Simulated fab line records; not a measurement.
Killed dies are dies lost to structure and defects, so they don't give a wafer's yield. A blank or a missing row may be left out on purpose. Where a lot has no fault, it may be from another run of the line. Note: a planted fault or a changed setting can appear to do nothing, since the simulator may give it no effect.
fab line records ; flow gf180mcu ; part 1 of 2: steps 1 to 25 of 37
[record] lots = 5; wafers = 15; lastDay = 34
route steps=602 shown STI@3 DNWELL@32
lots that met no fault: from a run of the same line without faults
startH: hours from the record's opening day to when the first of the lot's shown wafers began ; waitH: hours since the lot's step before ; " repeats the value in the row above ; L1.1+2: a row that stands for several wafers ; - no value, or no start was given ; * or withheld: withheld ; < > ~ a bound
route shown NAME@n: names a module that has steps shown in the file, with the first one's number in the route ; usual: mean/standard deviation taken from wafers without a fault ; same: alike in all rows ; chamber/n: place in a boat ; sites: each site's reading ; _std_site: their standard deviation ; _edge_site: outer sites' mean less inner sites' ; radiusMm: for every site, how far away it sits from the centre of the wafer ; mask NAME#n: copy n ; behind: the last tool/chamber to shape the wafer ; hold: the reason the lot was held/the length of the hold in hours/how it ended ; device: names the non-switching transistor (n, p or np) ; end of line: at the end of the route, the tests of the same wafers ; step lacking rows: just its recipe ; killed: the dies lost at the first sort to structure and to defects; this is not the yield of the wafer ; map: a wafer's dies, marking killed ones x, the rest . and places with no die _
set.NAME: setting as actually run; set.NAME@STEP: the setting as run at that earlier step ; model.NAME: the simulator's own value behind a step, which no gauge read
lots seen at some steps along the route; tables by step, rows by wafer
services: a tool's chamber out of use, with start hour (startH, from the record's first day; less than 0 if before it), hours out, and reason
[[steps]]
[step GF_STI_THK_MEAS_02]
[recipe] reads = SiO2_of_STI_OXIDATION_01
[usual] STI_OXIDATION_THK = 9.99/0.2
lot.wafer;tool;chamber;startH;waitH;STI_OXIDATION_THK[nm]
L075.1;filmMetro-04;-;16.51;0.0;9.84
L075.4;filmMetro-04;-;16.51;0.0;9.90
L075.5;filmMetro-04;-;16.51;0.0;9.99
L078.1;filmMetro-04;-;34.75;0.0;10.04
L078.2;filmMetro-04;-;34.75;0.0;10.14
L078.5;filmMetro-04;-;34.75;0.0;10.20
L082.3;filmMetro-04;-;51.91;0.0;10.07
L082.4;filmMetro-04;-;51.91;0.0;10.13
L082.6;filmMetro-04;-;51.91;0.0;9.90
L084.2;filmMetro-03;-;61.89;0.0;10.34
L084.4;filmMetro-03;-;61.89;0.0;10.11
L084.6;filmMetro-03;-;61.89;0.0;10.10
L095.4;filmMetro-03;-;118.05;0.0;10.20
L095.5;filmMetro-03;-;118.05;0.0;10.10
L095.6;filmMetro-03;-;118.05;0.0;10.06
[step GF_STI_CVD_03]
[recipe] material = Si3N4; precursor = DCS/NH3; targetThkNm = 207.16; tempC = 770; timeS = 3504; pressureMtorr = 250
[usual] susceptorTempC = 769.97/0.29
lot.wafer;tool;chamber;startH;waitH;susceptorTempC
L075.1;lpcvd-01;1;16.57;0.1;770.10
L075.4;lpcvd-01;1;16.57;0.1;769.75
L075.5;lpcvd-01;1;16.57;0.1;770.51
L078.1;lpcvd-01;1;34.81;0.1;770.05
L078.2;lpcvd-01;1;34.81;0.1;770.05
L078.5;lpcvd-01;1;34.81;0.1;770.44
L082.3;lpcvd-02;0;51.95;0.0;770.12
L082.4;lpcvd-02;0;51.95;0.0;770.29
L082.6;lpcvd-02;0;51.95;0.0;769.98
L084.2;lpcvd-01;0;61.94;0.0;769.94
L084.4;lpcvd-01;0;61.94;0.0;769.54
L084.6;lpcvd-01;0;61.94;0.0;769.60
L095.4;lpcvd-01;0;118.08;0.0;770.13
L095.5;lpcvd-01;0;118.08;0.0;769.45
L095.6;lpcvd-01;0;118.08;0.0;769.43
[step GF_STI_THK_MEAS_04]
[recipe] reads = Si3N4_of_STI_CVD_03
[usual] STI_CVD_03_THK = 203.9/1.6
lot.wafer;tool;chamber;startH;waitH;STI_CVD_03_THK[nm]
L075.1;filmMetro-03;-;18.56;0.0;199.8
L075.4;filmMetro-03;-;18.56;0.0;197.8
L075.5;filmMetro-03;-;18.56;0.0;199.7
L078.1;filmMetro-03;-;37.79;0.0;204.2
L078.2;filmMetro-03;-;37.79;0.0;203.2
L078.5;filmMetro-03;-;37.79;0.0;205.6
L082.3;filmMetro-02;-;53.96;0.0;203.4
L082.4;filmMetro-02;-;53.96;0.0;202.1
L082.6;filmMetro-02;-;53.96;0.0;203.2
L084.2;filmMetro-04;-;63.94;0.0;203.5
L084.4;filmMetro-04;-;63.94;0.0;204.7
L084.6;filmMetro-04;-;63.94;0.0;205.1
L095.4;filmMetro-04;-;120.10;0.0;201.5
L095.5;filmMetro-04;-;120.10;0.0;202.2
L095.6;filmMetro-04;-;120.10;0.0;201.2
[step GF_STI_DEHYDRATE_05]
[recipe] tempC = 200; timeS = 60
[usual] exhaustPa = 45.0/0.77
lot.wafer;tool;chamber;startH;waitH;exhaustPa
L075.1;lithoTrack-01;0;24.27;5.7;44.9
L075.4;lithoTrack-01;0;24.27;5.7;45.0
L075.5;lithoTrack-01;0;24.27;5.7;45.2
L078.1;lithoTrack-01;0;42.77;5.0;44.6
L078.2;lithoTrack-01;0;42.77;5.0;45.1
L078.5;lithoTrack-01;0;42.77;5.0;44.1
L082.3;lithoTrack-01;0;59.52;5.6;45.1
L082.4;lithoTrack-01;0;59.52;5.6;43.6
L082.6;lithoTrack-01;0;59.52;5.6;45.0
L084.2;lithoTrack-03;0;69.83;5.9;45.0
L084.4;lithoTrack-03;0;69.83;5.9;45.0
L084.6;lithoTrack-03;0;69.83;5.9;44.4
L095.4;lithoTrack-01;0;126.55;6.4;44.3
L095.5;lithoTrack-01;0;126.55;6.4;45.3
L095.6;lithoTrack-01;0;126.55;6.4;45.2
[step GF_STI_HMDS_06]
[recipe] primeTimeS = 60; primeTempC = 120
[usual] exhaustPa = 45.1/0.8; primeTempC = 119.99/0.14
lot.wafer;tool;chamber;startH;waitH;exhaustPa;primeTempC
L075.1;lithoTrack-01;0;24.42;0.1;45.4;120.01
L075.4;lithoTrack-01;0;24.42;0.1;44.8;120.04
L075.5;lithoTrack-01;0;24.42;0.1;45.5;120.00
L078.1;lithoTrack-01;0;42.92;0.1;45.5;119.79
L078.2;lithoTrack-01;0;42.92;0.1;43.4;119.85
L078.5;lithoTrack-01;0;42.92;0.1;43.9;119.93
L082.3;lithoTrack-01;0;59.67;0.1;45.7;120.05
L082.4;lithoTrack-01;0;59.67;0.1;46.2;119.94
L082.6;lithoTrack-01;0;59.67;0.1;45.4;120.07
L084.2;lithoTrack-03;0;69.98;0.1;44.3;119.93
L084.4;lithoTrack-03;0;69.98;0.1;43.8;119.87
L084.6;lithoTrack-03;0;69.98;0.1;44.4;119.80
L095.4;lithoTrack-01;0;126.70;0.1;44.1;120.07
L095.5;lithoTrack-01;0;126.70;0.1;46.1;119.82
L095.6;lithoTrack-01;0;126.70;0.1;43.5;119.91
[step GF_STI_COAT_07]
[recipe] resist = KrF; spinRpm = withheld; resistThkNm = 700
[usual] exhaustPa = 45.1/0.89
lot.wafer;tool;chamber;startH;waitH;exhaustPa
L075.1;lithoTrack-01;0;24.57;0.1;44.8
L075.4;lithoTrack-01;0;24.57;0.1;44.9
L075.5;lithoTrack-01;0;24.57;0.1;44.5
L078.1;lithoTrack-01;0;43.07;0.1;45.8
L078.2;lithoTrack-01;0;43.07;0.1;44.7
L078.5;lithoTrack-01;0;43.07;0.1;45.3
L082.3;lithoTrack-01;0;59.82;0.1;44.7
L082.4;lithoTrack-01;0;59.82;0.1;45.2
L082.6;lithoTrack-01;0;59.82;0.1;45.5
L084.2;lithoTrack-03;0;70.13;0.1;45.2
L084.4;lithoTrack-03;0;70.13;0.1;45.4
L084.6;lithoTrack-03;0;70.13;0.1;46.0
L095.4;lithoTrack-01;0;126.85;0.1;43.9
L095.5;lithoTrack-01;0;126.85;0.1;44.6
L095.6;lithoTrack-01;0;126.85;0.1;45.7
[step GF_STI_SOFTBAKE_08]
[recipe] tempC = 130; timeS = 60; resist = KrF
[usual] exhaustPa = 45.1/0.92
lot.wafer;tool;chamber;startH;waitH;exhaustPa
L075.1;lithoTrack-01;0;24.72;0.1;43.3
L075.4;lithoTrack-01;0;24.72;0.1;43.2
L075.5;lithoTrack-01;0;24.72;0.1;43.3
L078.1;lithoTrack-01;0;43.22;0.1;44.3
L078.2;lithoTrack-01;0;43.22;0.1;45.6
L078.5;lithoTrack-01;0;43.22;0.1;44.4
L082.3;lithoTrack-01;0;59.97;0.1;44.9
L082.4;lithoTrack-01;0;59.97;0.1;45.5
L082.6;lithoTrack-01;0;59.97;0.1;47.1
L084.2;lithoTrack-03;0;70.28;0.1;43.8
L084.4;lithoTrack-03;0;70.28;0.1;43.6
L084.6;lithoTrack-03;0;70.28;0.1;43.6
L095.4;lithoTrack-01;0;127.00;0.1;42.4
L095.5;lithoTrack-01;0;127.00;0.1;43.6
L095.6;lithoTrack-01;0;127.00;0.1;43.1
[step GF_STI_EXPOSE_09]
[recipe] maskId = COMP; targetCdNm = 220; na = 0.68; sourceShape = conventional; sigmaOuter = 0.6; doseMj = 28
lot.wafer;tool;chamber;startH;waitH;mask
L075.1+4+5;krfScanner-01;0;-;-;COMP#0
L078.1+2+5;krfScanner-01;0;-;-;COMP#0
L082.3+4+6;krfScanner-02;0;-;-;COMP#0
L084.2+4+6;krfScanner-01;0;-;-;COMP#0
L095.4+5+6;krfScanner-02;0;-;-;COMP#0
[step GF_STI_PEB_10]
[recipe] pebTempC = 135; pebTimeS = 90; resist = KrF
[usual] exhaustPa = 45.3/0.82
lot.wafer;tool;chamber;startH;waitH;exhaustPa
L075.1;lithoTrack-02;0;-;-;45.4
L075.4;lithoTrack-02;0;-;-;44.8
L075.5;lithoTrack-02;0;-;-;46.3
L078.1;lithoTrack-03;0;-;-;44.6
L078.2;lithoTrack-03;0;-;-;46.7
L078.5;lithoTrack-03;0;-;-;45.8
L082.3;lithoTrack-01;0;-;-;45.1
L082.4;lithoTrack-01;0;-;-;44.0
L082.6;lithoTrack-01;0;-;-;45.3
L084.2;lithoTrack-01;0;-;-;46.0
L084.4;lithoTrack-01;0;-;-;45.6
L084.6;lithoTrack-01;0;-;-;44.6
L095.4;lithoTrack-03;0;-;-;44.7
L095.5;lithoTrack-03;0;-;-;45.0
L095.6;lithoTrack-03;0;-;-;45.8
[step GF_STI_DEVELOP_11]
[recipe] developTimeS = 60; devTempC = 20.39
[usual] exhaustPa = 45.0/0.92
lot.wafer;tool;chamber;startH;waitH;exhaustPa
L075.1;lithoTrack-02;0;30.32;0.2;46.3
L075.4;lithoTrack-02;0;30.32;0.2;44.5
L075.5;lithoTrack-02;0;30.32;0.2;45.9
L078.1;lithoTrack-03;0;49.15;0.2;44.7
L078.2;lithoTrack-03;0;49.15;0.2;45.3
L078.5;lithoTrack-03;0;49.15;0.2;44.6
L082.3;lithoTrack-01;0;66.27;0.1;46.2
L082.4;lithoTrack-01;0;66.27;0.1;45.7
L082.6;lithoTrack-01;0;66.27;0.1;45.3
L084.2;lithoTrack-01;0;76.95;0.2;44.0
L084.4;lithoTrack-01;0;76.95;0.2;43.9
L084.6;lithoTrack-01;0;76.95;0.2;43.8
L095.4;lithoTrack-03;0;134.87;0.1;43.8
L095.5;lithoTrack-03;0;134.87;0.1;44.7
L095.6;lithoTrack-03;0;134.87;0.1;44.0
[step GF_STI_CD_MEAS_12]
[recipe] targetCdNm = 220
[usual] cdNm = 220.1/1.1
lot.wafer;tool;chamber;startH;waitH;cdNm
L075.1;cdSem-02;-;30.47;0.1;219.3
L075.4;cdSem-02;-;30.47;0.1;221.5
L075.5;cdSem-02;-;30.47;0.1;219.6
L078.1;cdSem-02;-;49.30;0.1;219.8
L078.2;cdSem-02;-;49.30;0.1;219.2
L078.5;cdSem-02;-;49.30;0.1;219.5
L082.3;cdSem-02;-;66.41;0.1;220.1
L082.4;cdSem-02;-;66.41;0.1;220.0
L082.6;cdSem-02;-;66.41;0.1;218.7
L084.2;cdSem-01;-;77.09;0.1;219.5
L084.4;cdSem-01;-;77.09;0.1;220.5
L084.6;cdSem-01;-;77.09;0.1;220.0
L095.4;cdSem-01;-;135.01;0.1;220.1
L095.5;cdSem-01;-;135.01;0.1;221.3
L095.6;cdSem-01;-;135.01;0.1;219.5
[step GF_STI_ETCH_13]
[recipe] chemistry = CHF3/O2; stopOn = Si; overEtchFrac = 0.3; targetDepthA = 2823.1; sourceW = 600; biasW = 200; pressureMtorr = 40; chf3FlowSccm = 50; O2_flow_sccm = 5; timeS = 112.9
[usual] chf3FlowSccm = 50.04/0.15; drypumpMotorCurrentA = 5.5/0.39; oesProductAu = 0.825/0.0058; throttleValvePct = 8.809/0.0084
lot.wafer;tool;chamber;startH;waitH;chf3FlowSccm;drypumpMotorCurrentA;oesProductAu;rfHoursCounterH;throttleValvePct
L075.1;rieDiel-04;1;30.59;0.1;50.03;6.0;0.809;26;8.813
L075.4;rieDiel-04;0;30.59;0.1;50.08;5.6;0.820;68;8.813
L075.5;rieDiel-04;3;30.59;0.1;49.98;5.9;0.818;-;8.794
L078.1;rieDiel-02;2;49.42;0.1;49.97;5.5;0.820;157;8.799
L078.2;rieDiel-02;3;49.42;0.1;50.06;5.1;0.817;65;8.803
L078.5;rieDiel-02;1;49.42;0.1;50.03;5.7;0.830;-;8.818
L082.3;rieDiel-01;2;66.49;0.1;49.94;6.3;0.821;29;8.810
L082.4;rieDiel-01;0;66.49;0.1;49.88;5.5;0.816;-;8.807
L082.6;rieDiel-01;2;66.49;0.1;50.13;6.3;0.826;-;8.815
L084.2;rieDiel-04;0;77.19;0.1;50.14;5.6;0.826;69;8.809
L084.4;rieDiel-04;3;77.19;0.1;50.08;5.9;0.824;133;8.821
L084.6;rieDiel-04;0;77.19;0.1;50.20;5.6;0.826;-;8.804
L095.4;rieDiel-02;0;135.07;0.0;49.98;5.0;0.819;159;8.800
L095.5;rieDiel-02;1;135.07;0.0;50.05;5.7;0.814;-;8.792
L095.6;rieDiel-02;2;135.07;0.0;49.98;5.6;0.821;-;8.820
[step GF_STI_ETCH_14]
[recipe] target = Si; chemistry = HBr/Cl2/O2; targetDepthNm = 360; icpW = 600; biasW = 150; pressureMtorr = 15; HBr_flow_sccm = 150; Cl2_flow_sccm = 40; O2_flow_sccm = 6; timeS = 102.9
[usual] drypumpMotorCurrentA = 5.6/0.47; oesProductAu = 0.995/0.0096; throttleValvePct = 25.658/0.01
lot.wafer;tool;chamber;startH;waitH;drypumpMotorCurrentA;oesProductAu;rfHoursCounterH;throttleValvePct
L075.1;rieSi-02;3;30.67;0.0;6.0;1.002;0;25.649
L075.4;rieSi-02;1;30.67;0.0;5.3;0.993;71;25.653
L075.5;rieSi-02;3;30.67;0.0;6.0;1.007;-;25.642
L078.1;rieSi-02;0;49.50;0.0;5.2;1.002;11;25.643
L078.2;rieSi-02;3;49.50;0.0;5.9;1.012;0;25.651
L078.5;rieSi-02;2;49.50;0.0;5.6;0.991;-;25.638
L082.3;rieSi-02;0;66.57;0.0;5.2;1.009;11;25.662
L082.4;rieSi-02;2;66.57;0.0;5.5;1.002;4;25.663
L082.6;rieSi-02;2;66.57;0.0;5.6;0.995;-;25.651
L084.2;rieSi-01;3;77.27;0.0;5.0;0.991;109;25.659
L084.4;rieSi-01;0;77.27;0.0;6.6;1.003;115;25.661
L084.6;rieSi-01;2;77.27;0.0;5.7;0.991;-;25.655
L095.4;rieSi-01;2;135.15;0.0;5.7;0.972;84;25.664
L095.5;rieSi-01;3;135.15;0.0;5.1;0.977;-;25.672
L095.6;rieSi-01;2;135.15;0.0;5.7;0.987;-;25.660
[step GF_STI_STRIP_15]
[recipe] chemistry = O2/N2; powerW = 1400; pressureMtorr = 1500; platenTempC = 250; o2FlowSccm = 3000; n2FlowSccm = 300; overashFraction = 0.5
[usual] drypumpMotorCurrentA = 5.96/0.24; heaterPowerW = 367/42; oesProductAu = 0.384/0.0049; stripTimeToEndpointS = 3.72/0.052
lot.wafer;tool;chamber;startH;waitH;drypumpMotorCurrentA;heaterPowerW;oesProductAu;rfHoursCounterH;stripTimeToEndpointS
L075.1;plasmaAsher-01;0;30.75;0.0;5.88;405;0.388;38;3.69
L075.4;plasmaAsher-01;1;30.75;0.0;5.54;376;0.380;-;3.75
L075.5;plasmaAsher-01;1;30.75;0.0;5.55;379;0.381;-;3.72
L078.1;plasmaAsher-04;1;49.57;0.0;6.04;322;0.381;38;3.66
L078.2;plasmaAsher-04;0;49.57;0.0;6.26;410;0.382;38;3.76
L078.5;plasmaAsher-04;1;49.57;0.0;6.04;323;0.376;-;3.71
L082.3;plasmaAsher-01;1;66.68;0.1;5.53;374;0.378;-;3.73
L082.4;plasmaAsher-01;0;66.68;0.1;5.85;419;0.380;-;3.62
L082.6;plasmaAsher-01;0;66.68;0.1;5.80;399;0.393;-;3.73
L084.2;plasmaAsher-01;1;77.35;0.0;5.56;374;0.377;42;3.69
L084.4;plasmaAsher-01;1;77.35;0.0;5.58;371;0.377;-;3.80
L084.6;plasmaAsher-01;1;77.35;0.0;5.53;362;0.375;-;3.75
L095.4;plasmaAsher-04;1;135.26;0.1;6.05;318;0.388;-;3.71
L095.5;plasmaAsher-04;0;135.26;0.1;6.22;397;0.380;-;3.69
L095.6;plasmaAsher-04;1;135.26;0.1;6.06;324;0.382;-;3.68
[step GF_STI_CLEAN_16]
[recipe] chemistry = dHF; timeS = 25; dilution = 100:1
lot.wafer;tool;chamber;startH;waitH
L075.1+4+5;wetBench-04;0;30.85;0.1
L078.1+2+5;wetBench-04;2;49.67;0.1
L082.3+4+6;wetBench-02;1;66.75;0.0
L084.2+4+6;wetBench-04;2;77.45;0.1
L095.4+5+6;wetBench-04;0;135.32;0.0
[step GF_STI_WET_ETCH_17]
[recipe] chemistry = H3PO4; targetDepthNm = 45; tempC = 160; target = Si3N4; timeS = 514
[usual] bathHeatDutyPct = 25.6/2.5
lot.wafer;tool;chamber;startH;waitH;bathHeatDutyPct
L075.1;wetBench-02;0;30.86;0.0;28.1
L075.4;wetBench-02;0;30.86;0.0;27.5
L075.5;wetBench-02;0;30.86;0.0;28.5
L078.1;wetBench-02;3;49.69;0.0;26.5
L078.2;wetBench-02;3;49.69;0.0;25.8
L078.5;wetBench-02;3;49.69;0.0;25.2
L082.3;wetBench-01;0;66.76;0.0;28.0
L082.4;wetBench-01;0;66.76;0.0;31.1
L082.6;wetBench-01;0;66.76;0.0;28.6
L084.2;wetBench-04;2;77.48;0.0;25.7
L084.4;wetBench-04;2;77.48;0.0;26.7
L084.6;wetBench-04;2;77.48;0.0;27.4
L095.4;wetBench-01;1;135.34;0.0;22.3
L095.5;wetBench-01;1;135.34;0.0;22.2
L095.6;wetBench-01;1;135.34;0.0;22.1
[step GF_STI_CLEAN_18]
[recipe] chemistry = SC1/SC2; mix = 1:4:20; tempC = 70; timeS = 150
[usual] bathHeatDutyPct = 13.2/1.3
lot.wafer;tool;chamber;startH;waitH;bathHeatDutyPct
L075.1;wetBench-04;1;31.01;0.0;13.6
L075.4;wetBench-04;1;31.01;0.0;13.7
L075.5;wetBench-04;1;31.01;0.0;14.9
L078.1;wetBench-01;1;49.84;0.0;11.8
L078.2;wetBench-01;1;49.84;0.0;12.5
L078.5;wetBench-01;1;49.84;0.0;11.4
L082.3;wetBench-04;3;66.91;0.0;13.0
L082.4;wetBench-04;3;66.91;0.0;12.0
L082.6;wetBench-04;3;66.91;0.0;13.5
L084.2;wetBench-02;0;77.78;0.0;13.3
L084.4;wetBench-02;0;77.78;0.0;12.7
L084.6;wetBench-02;0;77.78;0.0;13.7
L095.4;wetBench-02;2;135.50;0.0;11.6
L095.5;wetBench-02;2;135.50;0.0;11.5
L095.6;wetBench-02;2;135.50;0.0;13.2
[step GF_STI_CLEAN_19]
[recipe] chemistry = dHF; timeS = 20; dilution = 100:1
lot.wafer;tool;chamber;startH;waitH
L075.1+4+5;wetBench-01;3;31.06;0.0
L078.1+2+5;wetBench-04;2;49.89;0.0
L082.3+4+6;wetBench-02;2;66.96;0.0
L084.2+4+6;wetBench-01;3;77.83;0.0
L095.4+5+6;wetBench-04;1;135.55;0.0
[step GF_STI_WET_ETCH_20]
[recipe] chemistry = dHF; dilution = 100:1; targetDepthNm = 20; tempC = 25; dry = ipaMarangoni; target = SiO2; timeS = 400
[usual] bathHeatDutyPct = 6.2/0.67
lot.wafer;tool;chamber;startH;waitH;bathHeatDutyPct
L075.1;wetBench-04;0;31.08;0.0;6.4
L075.4;wetBench-04;0;31.08;0.0;5.7
L075.5;wetBench-04;0;31.08;0.0;5.9
L078.1;wetBench-02;1;49.90;0.0;5.5
L078.2;wetBench-02;1;49.90;0.0;5.7
L078.5;wetBench-02;1;49.90;0.0;5.1
L082.3;wetBench-01;2;66.98;0.0;6.5
L082.4;wetBench-01;2;66.98;0.0;5.5
L082.6;wetBench-01;2;66.98;0.0;6.5
L084.2;wetBench-04;2;77.84;0.0;6.0
L084.4;wetBench-04;2;77.84;0.0;6.5
L084.6;wetBench-04;2;77.84;0.0;6.6
L095.4;wetBench-01;1;135.57;0.0;5.1
L095.5;wetBench-01;1;135.57;0.0;5.0
L095.6;wetBench-01;1;135.57;0.0;6.0
[step GF_STI_OXIDATION_21]
[recipe] tempC = 1000; ambient = O2; stabiliseS = 600; purgeS = 300; targetThkA = 150; oxTimeS = 458
lot.wafer;tool;chamber;startH;waitH
L075.1+4+5;furnace-01;0;34.75;3.6
L078.1+2+5;furnace-02;0;50.02;0.0
L082.3+4+6;furnace-01;0;67.43;0.3
L084.2+4+6;furnace-01;0;79.40;1.3
L095.4+5+6;furnace-01;0;135.70;0.0
[step GF_STI_THK_MEAS_22]
[recipe] reads = SiO2_of_STI_OXIDATION_21
[usual] STI_OXIDATION_01_THK = 15.08/0.26
lot.wafer;tool;chamber;startH;waitH;STI_OXIDATION_01_THK[nm]
L075.1;filmMetro-02;-;35.87;0.0;15.07
L075.4;filmMetro-02;-;35.87;0.0;14.89
L075.5;filmMetro-02;-;35.87;0.0;14.90
L078.1;filmMetro-02;-;51.15;0.0;14.55
L078.2;filmMetro-02;-;51.15;0.0;14.55
L078.5;filmMetro-02;-;51.15;0.0;14.71
L082.3;filmMetro-03;-;68.58;0.0;15.32
L082.4;filmMetro-03;-;68.58;0.0;15.35
L082.6;filmMetro-03;-;68.58;0.0;15.60
L084.2;filmMetro-04;-;80.54;0.0;15.34
L084.4;filmMetro-04;-;80.54;0.0;15.32
L084.6;filmMetro-04;-;80.54;0.0;15.07
L095.4;filmMetro-03;-;136.85;0.0;14.73
L095.5;filmMetro-03;-;136.85;0.0;14.52
L095.6;filmMetro-03;-;136.85;0.0;14.91
[step GF_STI_CVD_23]
[recipe] material = SiO2; targetThkNm = 650; sigmaOpenFrac = 0.3; timeS = 108.3; tempC = 600; sih4FlowSccm = 60; pressureMtorr = 6
[usual] susceptorTempC = 600.00/0.29
lot.wafer;tool;chamber;startH;waitH;susceptorTempC
L075.1;hdpcvd-01;2;35.93;0.1;599.95
L075.4;hdpcvd-01;1;35.93;0.1;600.21
L075.5;hdpcvd-01;2;35.93;0.1;599.72
L078.1;hdpcvd-02;2;51.21;0.1;599.93
L078.2;hdpcvd-02;0;51.21;0.1;600.17
L078.5;hdpcvd-02;0;51.21;0.1;600.10
L082.3;hdpcvd-01;0;68.62;0.0;599.58
L082.4;hdpcvd-01;1;68.62;0.0;599.79
L082.6;hdpcvd-01;2;68.62;0.0;599.73
L084.2;hdpcvd-02;2;80.59;0.0;599.93
L084.4;hdpcvd-02;2;80.59;0.0;599.99
L084.6;hdpcvd-02;1;80.59;0.0;599.99
L095.4;hdpcvd-02;2;136.92;0.1;599.70
L095.5;hdpcvd-02;1;136.92;0.1;599.37
L095.6;hdpcvd-02;0;136.92;0.1;599.79
[step GF_STI_THK_MEAS_24]
[recipe] reads = SiO2_of_STI_CVD_23
[usual] STI_CVD_23_THK = 647/6
lot.wafer;tool;chamber;startH;waitH;STI_CVD_23_THK[nm]
L075.1;filmMetro-04;-;36.01;0.0;647
L075.4;filmMetro-04;-;36.01;0.0;641
L075.5;filmMetro-04;-;36.01;0.0;639
L078.1;filmMetro-03;-;51.29;0.0;650
L078.2;filmMetro-03;-;51.29;0.0;657
L078.5;filmMetro-03;-;51.29;0.0;652
L082.3;filmMetro-02;-;68.71;0.1;643
L082.4;filmMetro-02;-;68.71;0.1;641
L082.6;filmMetro-02;-;68.71;0.1;648
L084.2;filmMetro-03;-;80.68;0.0;657
L084.4;filmMetro-03;-;80.68;0.0;658
L084.6;filmMetro-03;-;80.68;0.0;644
L095.4;filmMetro-04;-;136.99;0.0;649
L095.5;filmMetro-04;-;136.99;0.0;643
L095.6;filmMetro-04;-;136.99;0.0;647
[step GF_STI_CMP_25]
[recipe] stopOn = Si3N4; tOverpolishS = 33; downForcePsi = 4; platenRpm = 60; targetThkNm = 524.6; padVelocityMS = 0.94248
[usual] headPressurePsi = 3.999/0.0079; motorCurrentA = 12.1/0.85; overpolishRunS = 33.001/0.0091; timeToEndpointS = 122/5
lot.wafer;tool;chamber;startH;waitH;headPressurePsi;motorCurrentA;overpolishRunS;timeToEndpointS
L075.1;cmp-01;3;36.07;0.1;3.996;12.0;32.983;126
L075.4;cmp-01;0;36.07;0.1;4.003;12.0;33.000;128
L075.5;cmp-01;0;36.07;0.1;3.996;12.4;32.992;129
L078.1;cmp-01;2;51.35;0.1;4.004;12.2;33.008;121
L078.2;cmp-01;0;51.35;0.1;4.001;12.1;32.997;133
L078.5;cmp-01;3;51.35;0.1;3.993;11.5;32.990;124
L082.4;cmp-01;1;68.75;0.0;4.003;12.9;33.010;120
L082.3;cmp-01;2;68.75;0.0;3.998;12.3;32.981;121
L082.6;cmp-01;1;68.75;0.0;4.002;12.1;32.999;118
L084.4;cmp-02;1;80.73;0.0;3.986;10.5;32.998;119
L084.2;cmp-02;0;80.73;0.0;4.001;13.0;33.000;118
L084.6;cmp-02;1;80.73;0.0;3.987;10.3;33.005;118
L095.4;cmp-02;1;137.29;0.3;3.998;10.1;33.001;117
L095.6;cmp-02;1;137.29;0.3;4.012;10.2;32.994;117
L095.5;cmp-02;2;137.29;0.3;3.992;11.8;33.000;112
[step GF_STI_WET_ETCH_26]
[recipe] chemistry = dHF; targetDepthNm = 94; target = SiO2; tempC = 25; dilution = 10:1; timeS = 188
[usual] bathHeatDutyPct = 6.1/0.67
lot.wafer;tool;chamber;startH;waitH;bathHeatDutyPct
L075.1;wetBench-02;3;36.37;0.2;6.0
L075.4;wetBench-02;3;36.37;0.2;6.9
L075.5;wetBench-02;3;36.37;0.2;6.6
L078.1;wetBench-04;0;51.65;0.2;6.3
L078.2;wetBench-04;0;51.65;0.2;6.7
L078.5;wetBench-04;0;51.65;0.2;5.7
L082.3;wetBench-01;3;69.05;0.2;6.0
L082.4;wetBench-01;3;69.05;0.2;4.7
L082.6;wetBench-01;3;69.05;0.2;5.6
L084.2;wetBench-02;2;81.03;0.1;5.5
L084.4;wetBench-02;2;81.03;0.1;5.3
L084.6;wetBench-02;2;81.03;0.1;6.4
L095.4;wetBench-01;2;137.59;0.2;5.8
L095.5;wetBench-01;2;137.59;0.2;7.1
L095.6;wetBench-01;2;137.59;0.2;6.7
